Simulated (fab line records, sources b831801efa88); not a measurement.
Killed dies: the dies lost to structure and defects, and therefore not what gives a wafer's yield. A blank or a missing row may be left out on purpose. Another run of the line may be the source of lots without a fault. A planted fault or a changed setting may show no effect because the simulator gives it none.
Matching of chambers + flow sky130 + SKY_VIA4_CMP_02 on cmp-01 has 4 sister chambers
The step polishes SiO2. 4 wafers are shown with their chamber, then 10 later ones without.

== WAFERS, EACH WITH ITS CHAMBER ==
| wafer  | chamber | motor-current-A (A) |
|--------|---------|---------------------|
| L803.5 | 1       | 11.3                |
| L803.6 | 0       | 13.5                |
| L802.3 | 3       | 11.5                |
| L802.4 | 2       | 9.6                 |

== WAFERS WITHOUT THEIR CHAMBER ==
| wafer  | motor-current-A (A) |
|--------|---------------------|
| L802.5 | 13.0                |
| L804.1 | 9.1                 |
| L804.5 | 11.1                |
| L804.6 | 13.1                |
| L809.1 | 11.4                |
| L809.2 | 10.8                |
| L809.6 | 11.3                |
| L810.1 | 11.2                |
| L810.3 | 9.5                 |
| L810.5 | 9.0                 |

== THE CHAMBER EACH PASSED THROUGH ==
| wafer  | from the rows above          | in truth |
|--------|------------------------------|----------|
| L802.5 | 0                            | 0        |
| L804.1 | 2                            | 2        |
| L804.5 | can't be placed: 1 or 3      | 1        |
| L804.6 | 0                            | 0        |
| L809.1 | can't be placed: 1 or 3      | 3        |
| L809.2 | can't be placed: 1 or 3 or 2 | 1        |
| L809.6 | can't be placed: 1 or 3      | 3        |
| L810.1 | can't be placed: 1 or 3      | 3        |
| L810.3 | 2                            | 2        |
| L810.5 | 2                            | 2        |
5 of 10 placed correctly. These rows do not allow placing 5 (true chamber among the candidates in 5). Wrongly placed: 0.
How it was worked out, from the rows above alone: a wafer's distance from a chamber is the root of the sum, over the readings, of the square of ((its reading less the chamber's mean) divided by the reading's scatter). The wafer belongs to the nearest chamber; if the next one is less than 2 further off, it can't be placed. Each chamber's mean is taken over the wafers shown for it. The scatter: root of mean squared gap, hidden wafer to nearest shown wafer, with one shown wafer a chamber.
